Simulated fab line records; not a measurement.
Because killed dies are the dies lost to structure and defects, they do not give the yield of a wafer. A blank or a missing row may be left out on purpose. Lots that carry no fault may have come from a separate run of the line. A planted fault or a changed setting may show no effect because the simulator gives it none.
Which tool is to blame?	flow sky130	Sampling: 13 lots, 39 wafers, 5 of 708 route steps

## WHAT THE GAUGES READ, wafer by wafer
SKY_CAP2M_THK_MEAS_01.
lot	measured	on	CAP2M_CVD_00_THK (nm)
L550	day 39 12:52	filmMetro-02	15.31 15.38 15.47
L553	day 40 15:17	filmMetro-02	15.11 15.45 15.39
L556	day 41 16:10	filmMetro-04	15.81 16.10 15.71
L558	day 42 02:13	filmMetro-01	15.07 15.48 15.58
L559	day 42 10:49	filmMetro-02	15.52 15.15 15.24
L560	day 42 17:04	filmMetro-02	15.32 15.60 15.77
L561	day 42 19:21	filmMetro-04	15.50 15.39 15.37
L567	day 45 03:53	filmMetro-01	15.67 15.42 15.72
L569	day 45 10:31	filmMetro-01	15.43 15.97 15.37
L570	day 45 11:07	filmMetro-04	15.55 15.82 15.83
L571	day 45 17:23	filmMetro-01	15.21 16.10 15.62
L573	day 45 22:40	filmMetro-01	15.24 15.08 15.43
L572	day 46 01:11	filmMetro-02	15.18 15.77 15.06

SKY_METAL5_RS_MEAS_05: measures by four-point-probe.
lot	measured	on	METAL5_ALCU_RS (ohm/sq)
L550	day 42 16:16	filmMetro-04	0.02667 0.02733 0.02724
L553	day 43 16:39	filmMetro-02	0.02759 0.02726 0.02759
L556	day 44 16:36	filmMetro-02	0.02735 0.0271 0.02687
L558	day 45 01:12	filmMetro-04	0.0779 0.07382 0.07979 0.07786 0.07386 0.07974
L559	day 45 09:00	filmMetro-02	0.02711 0.02704 0.02716
L560	day 45 15:25	filmMetro-04	0.07363 0.07972 0.07564 0.07355 0.07951 0.0754
L561	day 45 17:13	filmMetro-04	0.02683 0.02707 0.02686
L567	day 47 21:02	filmMetro-03	0.02693 0.02718 0.02716
L569	day 48 02:07	filmMetro-04	0.02654 0.02672 0.02713
L570	day 48 03:13	filmMetro-03	0.02742 0.0272 0.02707
L571	day 48 09:40	filmMetro-04	0.02663 0.02729 0.02665
L573	day 48 14:17	filmMetro-04	0.02644 0.02726 0.02632
L572	day 48 15:31	filmMetro-02	0.02678 0.02705 0.02679

## TOOL THAT RAN EACH LOT (tool first, then ch and the chambers of the sampled wafers, then the start)
lot	SKY_VIA4_CVD_18	SKY_METAL5_SPUTTER_01	SKY_METAL5_SPUTTER_02
L550	cvdW-02 ch 0, day 42 15:28	pvdSputter-03, day 42 16:08	pvdSputter-03, day 42 16:09
L553	cvdW-02 ch 0,1, day 43 15:50	pvdSputter-01, day 43 16:29	pvdSputter-01, day 43 16:31
L556	cvdW-01 ch 0,1, day 44 15:47	pvdSputter-03, day 44 16:26	pvdSputter-03, day 44 16:28
L558	cvdW-02 ch 0,1, day 45 00:24	pvdSputter-03, day 45 01:04	pvdSputter-03, day 45 01:05
L559	cvdW-01 ch 0,1, day 45 08:12	pvdSputter-01, day 45 08:51	pvdSputter-01, day 45 08:53
L560	cvdW-02 ch 0,1, day 45 14:38	pvdSputter-03, day 45 15:17	pvdSputter-03, day 45 15:19
L561	cvdW-02 ch 0,1, day 45 16:23	pvdSputter-01, day 45 17:02	pvdSputter-01, day 45 17:04
L567	cvdW-01 ch 1, day 47 20:13	pvdSputter-02, day 47 20:52	pvdSputter-02, day 47 20:53
L569	cvdW-02 ch 0,1, day 48 01:01	pvdSputter-02, day 48 01:56	pvdSputter-02, day 48 01:58
L570	cvdW-02 ch 0,1, day 48 02:09	pvdSputter-01, day 48 03:05	pvdSputter-01, day 48 03:06
L571	cvdW-02 ch 0,1, day 48 08:51	pvdSputter-01, day 48 09:30	pvdSputter-01, day 48 09:32
L573	cvdW-01 ch 0,1, day 48 13:20	pvdSputter-03, day 48 14:09	pvdSputter-03, day 48 14:11
L572	cvdW-01 ch 0,1, day 48 14:43	pvdSputter-03, day 48 15:22	pvdSputter-03, day 48 15:23
- SKY_VIA4_CVD_18: deposits W, target thk 505 nm, time 152.14 s.
- SKY_METAL5_SPUTTER_01: material TiN, target thk 20 nm, time 16.7 s.
- SKY_METAL5_SPUTTER_02: material AlCu, target thk 1150 nm, time 61.2 s.

## WHAT THE TOOLS THEMSELVES READ (means of the sampled wafers that have a number; where no wafer has one, the mark that the record gives instead)
SKY_VIA4_CVD_18.
lot	tool	heaterPowerW (W)
L550	cvdW-02	749
L553	cvdW-02	791
L556	cvdW-01	894
L558	cvdW-02	817
L559	cvdW-01	871
L560	cvdW-02	800
L561	cvdW-02	806
L567	cvdW-01	893
L569	cvdW-02	793
L570	cvdW-02	789
L571	cvdW-02	824
L573	cvdW-01	889
L572	cvdW-01	895

SKY_METAL5_SPUTTER_01.
lot	tool	throttleValvePct (%)
L550	pvdSputter-03	30.8
L553	pvdSputter-01	29.6
L556	pvdSputter-03	30.6
L558	pvdSputter-03	30.4
L559	pvdSputter-01	30.6
L560	pvdSputter-03	29.4
L561	pvdSputter-01	30.1
L567	pvdSputter-02	30.5
L569	pvdSputter-02	32.5
L570	pvdSputter-01	30.2
L571	pvdSputter-01	30.1
L573	pvdSputter-03	28.9
L572	pvdSputter-03	29.0

SKY_METAL5_SPUTTER_02.
lot	tool	throttleValvePct (%)
L550	pvdSputter-03	30.6
L553	pvdSputter-01	29.5
L556	pvdSputter-03	30.5
L558	pvdSputter-03	30.5
L559	pvdSputter-01	30.5
L560	pvdSputter-03	29.3
L561	pvdSputter-01	30.1
L567	pvdSputter-02	30.6
L569	pvdSputter-02	32.4
L570	pvdSputter-01	30.2
L571	pvdSputter-01	30.1
L573	pvdSputter-03	28.6
L572	pvdSputter-03	29.3

## THE ANSWER, worked out from the rows above alone
Rule: the lots themselves supply what counts as usual. Put in order of their means at a reading, lots are off if they are a third of the lots or fewer, leave a main group of 4 or more, and stand apart from it by a gap of 3 or more times the standard deviation of the main group's means; of several such gaps the widest counts. If all means in a main group match to the digits the tables above print for the reading, that group is not used. Also off: a lot with no number at a reading for which 4 or more lots have one. Any other lot the step has rows for is counted as sound. Order of review: gauges by route order, followed by the tools' own readings, for which a lot's mean as printed above is used. At the first step where some lot is off, the reading lying furthest off is the one used; lots without a number count as furthest.
Off: L558, L560, at SKY_METAL5_RS_MEAS_05 (METAL5_ALCU_RS). For the main group the mean is 0.02702 ohm/sq and the standard deviation 0.00021.
If a tool, at a process step before that reading, ran all the lots that are off and no sound lot after the first of them, it fits. Gauges at SKY_METAL5_RS_MEAS_05: tried the same way as those tools. None of those tried fits.

## WHAT HAD BEEN PUT IN BY THE SIMULATOR
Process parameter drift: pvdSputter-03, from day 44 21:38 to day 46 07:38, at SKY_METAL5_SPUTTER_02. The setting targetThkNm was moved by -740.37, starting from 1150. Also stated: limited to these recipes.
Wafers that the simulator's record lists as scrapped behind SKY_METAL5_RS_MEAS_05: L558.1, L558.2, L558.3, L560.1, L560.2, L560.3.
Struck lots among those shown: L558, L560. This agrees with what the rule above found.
